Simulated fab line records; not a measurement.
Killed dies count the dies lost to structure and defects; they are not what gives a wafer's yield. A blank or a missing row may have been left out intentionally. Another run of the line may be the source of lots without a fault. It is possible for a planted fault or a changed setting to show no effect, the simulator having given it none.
Chamber matching :: flow gf180mcu :: cmp-02 running GF_V5_CMP_26: 4 sister chambers
The step polishes, stops on SiO2, t overpolish 15 s, target thk 0 nm. 8 wafers are shown with their chamber, then 12 later ones without.

WAFERS PAIRED WITH THEIR CHAMBERS
wafer: L087.4
chamber: 2
motorCurrentA (A): 11.8
timeToEndpointS (s): 94

wafer: L087.6
chamber: 2
motorCurrentA (A): 11.7
timeToEndpointS (s): 93

wafer: L089.6
chamber: 1
motorCurrentA (A): 11.8
timeToEndpointS (s): 90

wafer: L092.5
chamber: 3
motorCurrentA (A): 8.8
timeToEndpointS (s): 88

wafer: L092.6
chamber: 0
motorCurrentA (A): 10.8
timeToEndpointS (s): 84

wafer: L093.1
chamber: 1
motorCurrentA (A): 12.3
timeToEndpointS (s): 87

wafer: L093.2
chamber: 3
motorCurrentA (A): 8.7
timeToEndpointS (s): 87

wafer: L093.5
chamber: 0
motorCurrentA (A): 10.3
timeToEndpointS (s): 84

WAFERS MISSING THEIR CHAMBER
wafer: L093.3
motorCurrentA (A): 10.9
timeToEndpointS (s): 85

wafer: L093.4
motorCurrentA (A): 11.9
timeToEndpointS (s): 86

wafer: L093.6
motorCurrentA (A): 9.4
timeToEndpointS (s): 83

wafer: L095.1
motorCurrentA (A): 11.8
timeToEndpointS (s): 88

wafer: L095.4
motorCurrentA (A): 9.2
timeToEndpointS (s): 88

wafer: L095.5
motorCurrentA (A): 12.4
timeToEndpointS (s): 89

wafer: L095.2
motorCurrentA (A): 11.8
timeToEndpointS (s): 90

wafer: L095.3
motorCurrentA (A): 10.7
timeToEndpointS (s): 85

wafer: L095.6
motorCurrentA (A): 11.6
timeToEndpointS (s): 86

wafer: L097.2
motorCurrentA (A): 9.0
timeToEndpointS (s): 89

wafer: L097.5
motorCurrentA (A): 9.2
timeToEndpointS (s): 85

wafer: L097.6
motorCurrentA (A): 11.4
timeToEndpointS (s): 83

EACH ONE'S CHAMBER
wafer: L093.3
from the rows above: 0
in truth: 0

wafer: L093.4
from the rows above: 1
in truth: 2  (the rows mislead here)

wafer: L093.6
from the rows above: can't be placed: 0 or 3
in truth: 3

wafer: L095.1
from the rows above: 1
in truth: 1

wafer: L095.4
from the rows above: 3
in truth: 3

wafer: L095.5
from the rows above: 1
in truth: 1

wafer: L095.2
from the rows above: can't be placed: 1 or 2
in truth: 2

wafer: L095.3
from the rows above: 0
in truth: 0

wafer: L095.6
from the rows above: can't be placed: 1 or 0
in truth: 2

wafer: L097.2
from the rows above: 3
in truth: 3

wafer: L097.5
from the rows above: 3
in truth: 3

wafer: L097.6
from the rows above: can't be placed: 0 or 1
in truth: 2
Placed correctly: 7 of 12. Can't be placed from these rows: 4 (the true chamber is among the candidates in 2). Wrongly placed: 1.
How it was worked out, from the rows above alone: a wafer's distance from a chamber is the root of the sum, over the readings, of the square of ((its reading less the chamber's mean) divided by the reading's scatter). If the next closest chamber is less than 2 further off than the closest, the wafer can't be placed; otherwise it belongs to the closest. The mean given for a chamber averages the wafers shown for that chamber. The scatter is the square root of a quotient: the sum, over the shown wafers, of each reading's squared deviation from its chamber's mean, divided by wafers minus chambers.
